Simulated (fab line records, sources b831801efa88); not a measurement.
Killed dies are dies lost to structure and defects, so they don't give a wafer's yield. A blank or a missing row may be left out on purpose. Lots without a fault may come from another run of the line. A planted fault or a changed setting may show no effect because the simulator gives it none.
A struck lot beside a sound one | flow gf180mcu | 32 steps out of a route of 602
Sound: wafers L903.1, L903.3, L903.6. Struck: wafers L921.3, L921.4, L921.6. The cause comes at the end.
At each step with rows: each side's tool, then ch and its chambers, then its first start. Under that, the readings that differ: sound wafers | struck wafers | difference of the means | sigmas: that difference in standard deviations of wafers without a fault.
alike: readings whose means differ by less than 2 such deviations, and words and numbers that are the same on both sides. not compared: withheld readings, readings that some wafer has no value for, bounds like >300 that may hide the same value, and numbers for which the record gives no deviation and whose values overlap.
The two part at a step that has a row with sigmas, a row that says differs or no value, or rows on one side only. Numbers that don't overlap but have no deviation are shown without sigmas and don't part them. A reading that every wafer of one side lacks parts them only if that side has two wafers or more.

first, 1 step without rows for these wafers: GF_HV_LDD_CVD_56 (deposits Si3N4 from DCS/NH3, target thk 90 nm, time 1543 s).
GF_HV_LDD_THK_MEAS_57:
  sound on film_metro-04, day 12 20:41; struck on film_metro-01, day 19 03:12
  reading                | sound          | struck         | difference | sigmas
  HV_LDD_CVD_56_THK (nm) | 89.1 89.5 88.8 | 90.9 91.2 91.1 | +1.9       | +2
GF_HV_LDD_ETCHBACK_58: etches Si3N4 in CH3F/O2, stops on SiO2, time 100 s, target depth 90 nm.
  sound on rie_diel-03 ch 2,3, day 12 20:45; struck on rie_diel-03 ch 1,2, day 19 03:14
  alike: drypump_motor_current_A, oes_product_au, throttle_valve_pct
  not compared: rf_hours_counter_h
then, 7 steps without rows for these wafers: GF_NSD_DEHYDRATE_00 (time 60 s); GF_NSD_HMDS_01 (prime time 60 s); GF_NSD_COAT_02 (resist thk 1000 nm); GF_NSD_SOFTBAKE_03 (time 60 s); GF_NSD_EXPOSE_04 (exposes mask Nplus, target cd 400 nm); GF_NSD_PEB_05; GF_NSD_DEVELOP_06 (develop time 60 s).
GF_NSD_CD_MEAS_07: target cd 400 nm.
  sound on cd_sem-01, day 13 16:50; struck on cd_sem-01, day 20 04:07
  reading    | sound             | struck            | difference | sigmas
  cd_nm (nm) | 408.0 406.0 405.3 | 401.4 399.2 399.9 | -6.3       | -2
GF_NSD_OVL_MEAS_08:
  sound on overlay-02, day 13 16:57; struck on overlay-02, day 20 04:12
  alike: NSD_OVL
GF_NSD_IMPLANT_09:
  sound on implanter-01 ch 0, day 13 16:59; struck on implanter-01 ch 0, day 20 04:17
  reading                   | sound             | struck            | difference | sigmas
  implant_ion_amu           | 75 75 75          | 49 49 49          | -26        |
  model.implant.rp_nm (nm)  | 37.67 37.67 37.67 | 44.8 44.8 44.8    | +7.1       |
  model.implant.drp_nm (nm) | 16.15 16.15 16.15 | 21.23 21.23 21.23 | +5.08      |
then, 1 step without rows for these wafers: GF_NSD_IMPLANT_10.
GF_NSD_STRIP_11: strips in O2/N2.
  sound on plasma_asher-01 ch 0,1, day 13 17:17; struck on plasma_asher-04 ch 0,1, day 20 04:34
  reading                      | sound             | struck            | difference | sigmas
  oes_product_au (a.u.)        | 0.487 0.487 0.489 | 0.477 0.481 0.478 | -0.009     | -2
  strip_time_to_endpoint_s (s) | 23.05 23.00 23.07 | 23.78 23.79 23.78 | +0.74      | +21
  alike: drypump_motor_current_A, heater_power_w
  not compared: rf_hours_counter_h
GF_NSD_TW_MEAS_12:
  sound on film_metro-02, day 13 17:23; struck on film_metro-03, day 20 04:39
  alike: NSD_TW
then, 7 steps without rows for these wafers: GF_PSD_DEHYDRATE_00 (time 60 s); GF_PSD_HMDS_01 (prime time 60 s); GF_PSD_COAT_02 (resist thk 1000 nm); GF_PSD_SOFTBAKE_03 (time 60 s); GF_PSD_EXPOSE_04 (exposes mask Pplus, target cd 400 nm); GF_PSD_PEB_05; GF_PSD_DEVELOP_06 (develop time 60 s).
GF_PSD_CD_MEAS_07: target cd 400 nm.
  sound on cd_sem-01, day 14 13:41; struck on cd_sem-01, day 21 04:02
  alike: cd_nm
GF_PSD_OVL_MEAS_08:
  sound on overlay-01, day 14 13:49; struck on overlay-01, day 21 04:07
  alike: PSD_OVL
then, 1 step without rows for these wafers: GF_PSD_IMPLANT_09.
GF_PSD_STRIP_10: strips in O2/N2.
  sound on plasma_asher-03 ch 0,1, day 14 13:59; struck on plasma_asher-04 ch 0,1, day 21 04:20
  alike: drypump_motor_current_A, heater_power_w, oes_product_au, strip_time_to_endpoint_s
  not compared: rf_hours_counter_h
GF_PSD_TW_MEAS_11:
  sound on film_metro-01, day 14 14:05; struck on film_metro-02, day 21 04:25
  alike: PSD_TW
then, 1 step without rows for these wafers: GF_PSD_CLEAN_12 (cleans in SC1/SC2, time 150 s).
GF_PSD_RTA_13: time 20 s.
  sound on rtp_anneal-02 ch 0, day 14 14:13; struck on rtp_anneal-02 ch 0, day 21 04:32
  alike: lamp_power_pct, wafer_temp_C_max
GF_PSD_RS_MEAS_14: measures by four-point-probe.
  sound on film_metro-02, day 14 14:17; struck on film_metro-03, day 21 04:38
  reading         | sound             | struck | difference                    | sigmas
  NSD_RS (ohm/sq) | 46.14 46.04 46.00 | - - -  | no value on the struck wafers |
GF_PSD_RS_MEAS_15: measures by four-point-probe.
  sound on film_metro-02, day 14 14:25; struck on film_metro-03, day 21 04:45
  alike: PSD_RS

WHERE THEY PART
First at GF_HV_LDD_THK_MEAS_57; last, within this record, at GF_PSD_RS_MEAS_14. Later steps at which nothing parts them and some readings are alike: GF_PSD_RS_MEAS_15.

WHY: what the simulator had put in
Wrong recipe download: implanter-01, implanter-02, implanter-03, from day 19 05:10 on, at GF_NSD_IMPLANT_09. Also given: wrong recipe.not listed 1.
